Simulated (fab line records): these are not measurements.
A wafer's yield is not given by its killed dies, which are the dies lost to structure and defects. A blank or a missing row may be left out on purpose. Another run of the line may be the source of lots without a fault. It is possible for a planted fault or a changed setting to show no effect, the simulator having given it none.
The same fault as seen by 2 desks | flow gf180mcu | each desk holds nothing but its own numbers, with what lay behind them at the end

TOOL OWNER'S DESK, litho track-02
The tool's own readings at GF_DNWELL_COAT_02 (resist thk 3000 nm): means of the sampled wafers that have a number, for each lot that ran on this tool. A lot is out of limits, marked OUT, if its mean lies more than 4 standard deviations from the usual mean; the brackets give that distance.
Columns: A = exhaust pa at GF_DNWELL_COAT_02, usual 45.0 Pa; B = spin speed rpm at GF_DNWELL_COAT_02, usual 2000.1 rpm
lot  | first seen here | A    | B
L786 | day 4 22:20     | 45.9 | 1843.2 (-99 or more) OUT
L787 | day 5 01:21     | 44.9 | 1843.3 (-99 or more) OUT
This desk's finding: out of limits on L786, L787; first on L786, day 4 22:20 (spin speed rpm at GF_DNWELL_COAT_02). In limits: none.

THE METROLOGY DESK
What the gauges read for every lot (on any tool): the sampled wafers with a number, averaged. A lot is out of limits, marked OUT, if its mean lies more than 4 standard deviations from the usual mean; the brackets give that distance.
Columns: A = cd nm at GF_V1_CD_MEAS_14, usual 260.0 nm
lot  | first seen here | A
L775 | day 18 04:52    | 261.1
L776 | day 18 06:37    | 260.9
L777 | day 18 22:21    | 261.0
L786 | day 22 15:40    | 260.7
L787 | day 22 19:06    | 258.8
L788 | day 23 01:23    | 258.8
L789 | day 23 05:43    | 260.2
L790 | day 23 17:12    | 259.3
L791 | day 23 22:52    | 260.6
L793 | day 24 18:52    | 258.4
L795 | day 25 02:42    | 260.8
L797 | day 25 16:13    | 259.4
L798 | day 26 00:09    | 262.8
Finding of this desk: none of the 13 lots has anything out of limits.

ALL TOGETHER
An alarm could have come from the tool owner's desk at day 4 22:20, on L786, L787.
The metrology desk saw nothing out of limits.
The metrology desk holds a record of L786, L787, inside its limits.
GF_DNWELL_COAT_02 was run on litho track-02 by each of the lots named.

WHAT WAS PUT IN BY THE SIMULATOR
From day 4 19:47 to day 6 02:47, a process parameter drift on litho track-02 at GF_DNWELL_COAT_02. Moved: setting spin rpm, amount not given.
Struck lots among those shown: L786, L787.
Hours from the fault's start to each desk's first reading out of limits: the tool owner's desk, 3.
